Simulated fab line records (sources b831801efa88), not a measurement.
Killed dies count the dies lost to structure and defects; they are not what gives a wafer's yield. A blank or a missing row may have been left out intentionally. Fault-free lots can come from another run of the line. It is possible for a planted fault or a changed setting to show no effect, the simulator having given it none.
The same fault as seen by 2 desks || flow sky130 || each desk has only its own numbers; what lay behind them comes last

## THE METROLOGY DESK
Means of the sampled wafers that have a number, per lot and without regard to the tool the lot ran on: this is what the gauges read. If a lot's mean is further than 4 standard deviations from the usual mean, the lot is out of limits and carries the mark OUT (the distance appears in the brackets).
Columns: A = cdNm at SKY_METAL3_CD_MEAS_13, usual 299.9 nm
{"lot": "L528", "first seen here": "day 39 00:28", "A": 300.4}
{"lot": "L532", "first seen here": "day 40 05:31", "A": 298.9}
{"lot": "L533", "first seen here": "day 40 17:28", "A": 299.5}
{"lot": "L535", "first seen here": "day 41 01:17", "A": 299.1}
{"lot": "L536", "first seen here": "day 41 09:31", "A": 299.7}
{"lot": "L537", "first seen here": "day 41 17:56", "A": 300.5}
{"lot": "L538", "first seen here": "day 41 23:55", "A": 301.1}
{"lot": "L539", "first seen here": "day 42 08:28", "A": 301.9}
{"lot": "L541", "first seen here": "day 42 17:37", "A": 301.3}
{"lot": "L545", "first seen here": "day 43 16:44", "A": 298.8}
{"lot": "L550", "first seen here": "day 45 09:44", "A": 299.8}
Finding of this desk: none of the 11 lots has anything out of limits.

## TOOL OWNER'S DESK, rieMetal-03
The tool's own readings at SKY_METAL3_METAL_ETCH_18 (etches the open film in Cl2/BCl3, stops on SiO2, target depth 845 nm, time 183.1 s): means of the sampled wafers that have a number, for each lot that ran on this tool. If a lot's mean is further than 4 standard deviations from the usual mean, the lot is out of limits and carries the mark OUT (the distance appears in the brackets).
Columns: A = drypumpMotorCurrentA at SKY_METAL3_METAL_ETCH_18, usual 5.5 A; B = oesProductAu at SKY_METAL3_METAL_ETCH_18, usual 0.865 a.u.; C = rfFwdPowerW at SKY_METAL3_METAL_ETCH_18, usual 897.2 W; D = throttleValvePct at SKY_METAL3_METAL_ETCH_18, usual 22.264 %
{"lot": "L532", "first seen here": "day 40 05:49", "A": 5.6, "B": 0.870, "C": 897.8, "D": 22.265}
{"lot": "L535", "first seen here": "day 41 01:35", "A": 5.7, "B": 0.869, "C": 901.0, "D": 22.260}
{"lot": "L536", "first seen here": "day 41 09:49", "A": 5.5, "B": 0.865, "C": 896.2, "D": 22.262}
{"lot": "L537", "first seen here": "day 41 18:22", "A": 5.5, "B": 0.860, "C": 896.5, "D": 22.261}
{"lot": "L545", "first seen here": "day 43 17:10", "A": 5.5, "B": 0.871, "C": "942.3 (+17) OUT", "D": 22.262}
This desk's verdict: out of limits on L545, starting with L545 at day 43 17:10 (rfFwdPowerW at SKY_METAL3_METAL_ETCH_18). L532, L535, L536, L537 stayed within limits.

## PUT TOGETHER
The tool owner's desk could have raised an alarm at day 43 17:10, on L545.
Metrology desk: nothing out of limits seen.
The metrology desk has L545 on record, within its limits.
On rieMetal-03, each named lot ran SKY_METAL3_METAL_ETCH_18.

## WHAT THE SIMULATOR PUT IN
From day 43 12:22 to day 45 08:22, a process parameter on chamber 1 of rieMetal-03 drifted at SKY_METAL3_METAL_ETCH_18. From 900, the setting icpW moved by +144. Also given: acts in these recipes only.
Struck lots among those shown: L545.
Hours from the fault's start to each desk's first reading out of limits: the tool owner's desk, 5.
